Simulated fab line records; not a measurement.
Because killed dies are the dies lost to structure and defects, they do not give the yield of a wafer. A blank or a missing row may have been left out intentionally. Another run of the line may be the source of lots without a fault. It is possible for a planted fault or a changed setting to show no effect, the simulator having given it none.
Problem report in the 8D (eight disciplines) form, filled by code ; flow sky130 ; the parts of the form that need people (team, actions taken, sign-off) are left out

== 1. THE ISSUE ==
VIA2_W_RS at SKY_VIA2_RS_MEAS_22 reads a mean of 0.239 ohm/sq on 3 wafers of 1 lot; wafers without a fault read 0.272 ohm/sq with a standard deviation of 0.0032. That is -10 standard deviations from the usual mean.
The step: measures by four-point-probe.
First observed at day 41 00:33: wafer L123.1, on film-metro-03. The record holds 30 wafers of 10 lots with a number at this step. The rule behind "out" and "out of limits": a value lying over 4 standard deviations away from the usual mean. The other wafers with a number count as sound.

== 2. WHAT IT IS; WHAT IT IS NOT ==
question;is;is not
which readings at this step;VIA2_W_RS;-
which lots;L123;L108, L110, L111, L112, L115, L116, L118, L120, L131
which wafers of those lots;all that have a number;-
read on which gauges;film-metro-03;film-metro-02, film-metro-04
when;from day 41 00:33;"up to then (24 sound wafers); but 3 sound wafers of L131 came after"

== 3. WHAT RULES OUT EACH SUSPECT ==
Counting: any tool at a process step up to the reading is kept as a suspect provided that every lot that is out went through it and no sound lot did after the first of them.
- the gauge at SKY_VIA2_RS_MEAS_22: ruled out. All the wafers that are out were read on film-metro-03, but those of them that SKY_VIA2_CVD_21 has rows for are out there too, on other tools.
- plasma-asher-04 at SKY_VIA2_STRIP_16 (strips in O2/N2): kept. It ran the lot that is out, L123 (day 40 23:46), and no sound lot after that; its last sound lot up to then is L120 (day 40 02:36).
- cvd-w-01 at SKY_VIA2_CVD_21 (deposits W, target thk 420 nm, time 126.4 s): kept. It ran the lot that is out, L123 (day 41 00:25), and no sound lot after that; its last sound lot up to then is L120 (day 40 03:17). Its own readings are out on those wafers: chamber-pressure-Torr.
After counting, plasma-asher-04 at SKY_VIA2_STRIP_16 and cvd-w-01 at SKY_VIA2_CVD_21 remain.

== 4. THE CAUSE (what the simulator had put in) ==
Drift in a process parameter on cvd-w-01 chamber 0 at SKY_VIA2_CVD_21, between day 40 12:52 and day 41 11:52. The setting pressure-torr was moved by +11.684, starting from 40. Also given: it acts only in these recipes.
After counting, 2 suspects remain, this tool included.

== 5. THE EFFECT CHAIN, in route order ==
One row per reading whose mean, taken over the struck wafers that have a number, lies over 3 standard deviations from the usual. Scope: only readings with a usual standard deviation given in the record; hours: median across lots of the time from each lot's start at the first step in this table that gives one to its start at this step; sigmas: change in usual standard deviations.
hours;step;reading;usual;on struck wafers;change;sigmas
0;SKY_VIA2_CVD_21;chamber-pressure-Torr;40.01 Torr;51.71;+11.70;+99 or more
0;SKY_VIA2_RS_MEAS_22;VIA2_W_RS;0.272 ohm/sq;0.239;-0.033;-10
4;SKY_VIA2_THK_MEAS_23;VIA2_W_THK;439 nm;494;+55;+7.7
8;SKY_VIA2_CMP_24;time-to-endpoint-s;100 s;117;+17;+3.7
The process steps in it:
- SKY_VIA2_CVD_21: deposits W, target thk 420 nm, time 126.4 s.
- SKY_VIA2_CMP_24: polishes, stops on SiO2, t overpolish 20 s, target thk 0 nm.

== 6. HOW IT WOULD HAVE BEEN CAUGHT EARLIER ==
Counted from the fault's start at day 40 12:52, it took 12 hours until the first out-of-limits reading at a measuring or inspecting step in this record, taken at day 41 00:33.
At SKY_VIA2_CVD_21, the tool's own readings (chamber-pressure-Torr) were out on each struck wafer the step has a row for, so an alarm limit on them would have fired on the first such wafer.
By day 41 00:33 the whole set of lots that are out, 1 in number, had already begun SKY_VIA2_CVD_21 on cvd-w-01. Holding the tool at that point would not have protected any of them.
